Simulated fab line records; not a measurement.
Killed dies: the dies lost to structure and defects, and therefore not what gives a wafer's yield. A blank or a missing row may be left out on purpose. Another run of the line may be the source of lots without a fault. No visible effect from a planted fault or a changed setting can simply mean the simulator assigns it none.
Which tool was responsible? | flow gf180mcu | 24 lots, 72 wafers sampled, at 3 steps of a route of 602

== WHAT THE GAUGES SHOWED, per wafer ==
GF_M3_OVL_MEAS_15. Usual: M3_OVL typically reads 0 nm, with standard deviation 4.7.
lot  | measured     | on         | M3_OVL (nm) | flag
L074 | day 21 05:50 | overlay-01 | -1 7 3      |
L075 | day 21 18:39 | overlay-02 | -9 -3 -10   |
L076 | day 21 20:38 | overlay-02 | -4 -2 3     |
L077 | day 22 13:14 | overlay-01 | 1 4 4       |
L078 | day 23 02:59 | overlay-01 | -12 -12 -4  |
L079 | day 23 04:08 | overlay-01 | 3 4 5       |
L080 | day 23 23:30 | overlay-02 | -1 0 0      |
L081 | day 23 23:53 | overlay-01 | -5 -6 1     |
L082 | day 24 06:01 | overlay-02 | 6 6 1       |
L083 | day 24 17:20 | overlay-01 | -4 -9 0     |
L084 | day 25 04:44 | overlay-01 | -2 -2 5     |
L085 | day 25 07:44 | overlay-01 | 3 -1 11     |
L086 | day 25 18:09 | overlay-01 | -5 5 -3     |
L087 | day 25 21:02 | overlay-01 | -4 -6 1     |
L088 | day 26 08:05 | overlay-02 | 4 1 5       |
L089 | day 26 19:03 | overlay-01 | -1 -6 5     |
L090 | day 27 06:32 | overlay-01 | -8 -6 -9    |
L091 | day 27 07:43 | overlay-02 | 2 5 3       |
L092 | day 27 11:35 | overlay-02 | 1 4 5       |
L093 | day 27 23:32 | overlay-02 | -1 -1 -6    |
L094 | day 28 05:32 | overlay-02 | 4 0 4       |
L095 | day 28 08:28 | overlay-01 | 1 -2 2      |
L096 | day 28 13:59 | overlay-02 | -2 -2 5     |
L097 | day 28 22:56 | overlay-02 | -2 -1 0     |

GF_M4_OVL_MEAS_15. Usual: M4_OVL typically reads -4 nm, with standard deviation 6.
lot  | measured     | on         | M4_OVL (nm) | flag
L074 | day 23 06:40 | overlay-02 | -7 -5 -8    |
L075 | day 23 19:23 | overlay-02 | -11 -14 0   |
L076 | day 23 22:22 | overlay-02 | -13 -7 1    |
L077 | day 24 14:28 | overlay-01 | -8 -8 -12   |
L078 | day 25 02:11 | overlay-02 | 6 -5 -2     |
L079 | day 25 03:44 | overlay-02 | -3 -8 -1    |
L080 | day 25 21:25 | overlay-01 | -11 -15 -6  |
L081 | day 25 21:43 | overlay-02 | -12 -8 -2   |
L082 | day 26 04:50 | overlay-02 | -15 -3 -13  |
L083 | day 26 15:13 | overlay-02 | -6 -6 0     |
L084 | day 27 00:22 | overlay-02 | 1 7 3       |
L085 | day 27 04:32 | overlay-01 | -12 0 -9    |
L086 | day 27 14:05 | overlay-02 | -12 2 -4    |
L087 | day 27 17:50 | overlay-01 | -2 -10 9    |
L088 | day 28 04:20 | overlay-02 | -7 3 -9     |
L089 | day 28 14:02 | overlay-01 | 4 4 2       |
L090 | day 29 00:32 | overlay-01 | -10 -10 5   |
L091 | day 29 01:13 | overlay-01 | -3 -10 -8   |
L092 | day 29 05:52 | overlay-01 | -12 -13 -2  |
L093 | day 29 16:22 | overlay-02 | 0 -9 5      |
L094 | day 29 21:35 | overlay-01 | -12 -9 -3   |
L095 | day 30 01:40 | overlay-02 | 6 3 4       |
L096 | day 30 06:46 | overlay-02 | -12 -15 -12 |
L097 | day 30 15:35 | overlay-01 | -10 -3 -12  |

== TOOL THAT RAN EACH LOT (tool first, then ch and the chambers of the sampled wafers, then the start) ==
lot  | GF_VT_IMPLANT_STRIP_09
L074 | plasma-asher-01 ch 0,1, day 5 16:25
L075 | plasma-asher-01 ch 0,1, day 5 20:12
L076 | plasma-asher-01 ch 0, day 6 01:16
L077 | plasma-asher-02 ch 0,1, day 6 08:28
L078 | plasma-asher-04 ch 0,1, day 6 19:25
L079 | plasma-asher-01 ch 0,1, day 6 20:38
L080 | plasma-asher-02 ch 0,1, day 7 03:52
L081 | plasma-asher-01 ch 0,1, day 7 08:34
L082 | plasma-asher-04 ch 0,1, day 7 14:43
L083 | plasma-asher-02 ch 0,1, day 7 21:55
L084 | plasma-asher-02 ch 0,1, day 8 03:38
L085 | plasma-asher-02 ch 0,1, day 8 10:37
L086 | plasma-asher-04 ch 0,1, day 8 17:59
L087 | plasma-asher-01 ch 0,1, day 8 22:19
L088 | plasma-asher-02 ch 0,1, day 9 06:34
L089 | plasma-asher-04 ch 0,1, day 9 15:38
L090 | plasma-asher-02 ch 0,1, day 9 21:49
L091 | plasma-asher-02 ch 0, day 10 00:40
L092 | plasma-asher-04 ch 0,1, day 10 06:59
L093 | plasma-asher-02 ch 0,1, day 10 15:02
L094 | plasma-asher-04 ch 0,1, day 10 19:35
L095 | plasma-asher-02 ch 1, day 11 00:28
L096 | plasma-asher-04 ch 0,1, day 11 06:04
L097 | plasma-asher-01 ch 0,1, day 11 13:25
- GF_VT_IMPLANT_STRIP_09: strips in O2/N2.

== AS READ BY THE TOOLS THEMSELVES (means over the sampled wafers that have a number; for cases with no such wafer, the mark the record gives instead) ==
GF_VT_IMPLANT_STRIP_09. Usual: drypump-motor-current-A 5.7 A, standard deviation 0.4; heater-power-w 306 W, standard deviation 34; oes-product-au 0.715 a.u., standard deviation 0.0042; strip-time-to-endpoint-s 12.64 s, standard deviation 0.035.
lot  | tool            | drypump-motor-current-A (A) | heater-power-w (W) | oes-product-au (a.u.) | strip-time-to-endpoint-s (s) | flag
L074 | plasma-asher-01 | 6.0                         | 336                | 0.712                 | 12.62                        |
L075 | plasma-asher-01 | 5.8                         | 334                | 0.713                 | 12.64                        |
L076 | plasma-asher-01 | 5.5                         | 328                | 0.714                 | 12.63                        |
L077 | plasma-asher-02 | 5.7                         | 297                | 0.716                 | 12.69                        |
L078 | plasma-asher-04 | 5.3                         | 284                | 0.718                 | 12.64                        |
L079 | plasma-asher-01 | 6.0                         | 335                | 0.716                 | 12.58                        |
L080 | plasma-asher-02 | 5.7                         | 298                | 0.716                 | 12.62                        |
L081 | plasma-asher-01 | 5.8                         | 326                | 0.717                 | 12.68                        |
L082 | plasma-asher-04 | 5.3                         | 282                | 0.715                 | 12.64                        |
L083 | plasma-asher-02 | 5.7                         | 297                | 0.717                 | 12.70                        |
L084 | plasma-asher-02 | 5.9                         | 282                | 0.716                 | 12.66                        |
L085 | plasma-asher-02 | 5.9                         | 282                | 0.710                 | 12.67                        |
L086 | plasma-asher-04 | 5.3                         | 280                | 0.716                 | 12.62                        |
L087 | plasma-asher-01 | 5.8                         | 333                | 0.718                 | 12.67                        |
L088 | plasma-asher-02 | 5.7                         | 295                | 0.714                 | 12.60                        |
L089 | plasma-asher-04 | 5.5                         | 315                | 0.716                 | 12.63                        |
L090 | plasma-asher-02 | 5.8                         | 295                | 0.713                 | 12.61                        |
L091 | plasma-asher-02 | 6.1                         | 273                | 0.713                 | 12.63                        |
L092 | plasma-asher-04 | 5.5                         | 312                | 0.713                 | 12.63                        |
L093 | plasma-asher-02 | 5.7                         | 297                | 0.715                 | 12.66                        |
L094 | plasma-asher-04 | 5.3                         | 286                | 0.715                 | 12.58                        |
L095 | plasma-asher-02 | 5.5                         | 315                | 0.716                 | 12.64                        |
L096 | plasma-asher-04 | 5.3                         | 283                | 0.717                 | 12.62                        |
L097 | plasma-asher-01 | 6.0                         | 334                | 0.714                 | 12.60                        |

== THE ANSWER, worked out from the rows above alone ==
Rule: a lot counts as off when the mean over its wafers that have a number is more than 3 standard deviations away from the usual mean. A lot without any number at a reading at which 4 lots or more have one is off too. The other lots that the step has rows for count as sound. First the gauges in route order, then the tools' own readings, where a lot's mean is used as printed above. The first step at which some lot is off is used, and at that step the reading that is off furthest; a lot without a number counts as furthest.
No lot is off on any of the readings shown, so nothing can be concluded from this.

== WHAT THE SIMULATOR HAD INSERTED ==
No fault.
